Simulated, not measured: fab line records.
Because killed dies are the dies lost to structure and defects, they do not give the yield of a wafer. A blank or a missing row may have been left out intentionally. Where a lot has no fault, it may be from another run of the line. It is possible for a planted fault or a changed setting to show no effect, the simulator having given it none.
One fault seen from 2 desks | flow gf180mcu | each desk has only its own numbers; what lay behind them comes last

## THE METROLOGY DESK
Lot by lot, what the gauges showed, no matter which tool ran the lot: averages of those sampled wafers that carry a number. Any lot whose mean is over 4 standard deviations away from the usual mean is out of limits and marked OUT; that distance is given in the brackets.
Columns: A = M4_ALCU_THK at GF_M4_THK_MEAS_06, usual 456 nm
lot  | first seen here | A
L160 | day 22 09:25    | 455
L161 | day 22 16:40    | 461
L165 | day 24 09:07    | 451
L166 | day 24 15:52    | 459
L167 | day 25 03:40    | 459
L172 | day 26 19:23    | 454
L174 | day 27 08:59    | 450
L175 | day 27 13:03    | 457
L179 | day 28 18:26    | 464
L180 | day 29 02:38    | 455
L181 | day 29 02:55    | 449
L182 | day 29 08:57    | 451
L183 | day 29 19:07    | 462
This desk's finding: nothing out of limits on any of the 13 lots.

## DESK OF THE TOOL OWNER: litho_track-01
The tool's own readings at GF_V4_PEB_12 (peb time 90 s): means of the sampled wafers that have a number, for each lot that ran on this tool. Any lot whose mean is over 4 standard deviations away from the usual mean is out of limits and marked OUT; that distance is given in the brackets.
Columns: A = heater_power_total_W at GF_V4_PEB_12, usual 85.70 W; B = plate_temp_C at GF_V4_PEB_12, usual 135.00 C
lot  | first seen here | A               | B
L161 | day 24 14:31    | 85.75           | 135.02
L165 | day 26 05:16    | 88.52 (+37) OUT | -
L167 | day 26 22:59    | 88.68 (+39) OUT | -
L181 | day 30 17:13    | 85.77           | 135.16
This desk's verdict: out of limits on L165, L167, starting with L165 at day 26 05:16 (heater_power_total_W at GF_V4_PEB_12). L161, L181 stayed within limits.

## ALL TOGETHER
On L165, L167, at day 26 05:16, an alarm was possible from the tool owner's desk.
Nothing out of limits was seen by the metrology desk.
The metrology desk holds a record of L165, L167, inside its limits.
GF_V4_PEB_12 was run on litho_track-01 by each of the lots named.

## WHAT THE SIMULATOR PUT IN
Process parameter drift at GF_V4_PEB_12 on litho_track-01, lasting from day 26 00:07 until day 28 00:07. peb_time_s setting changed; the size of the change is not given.
Shown lots that were struck: L165, L167.
Delay in hours, fault start to first out-of-limits reading, by desk: the tool owner's desk at 5.
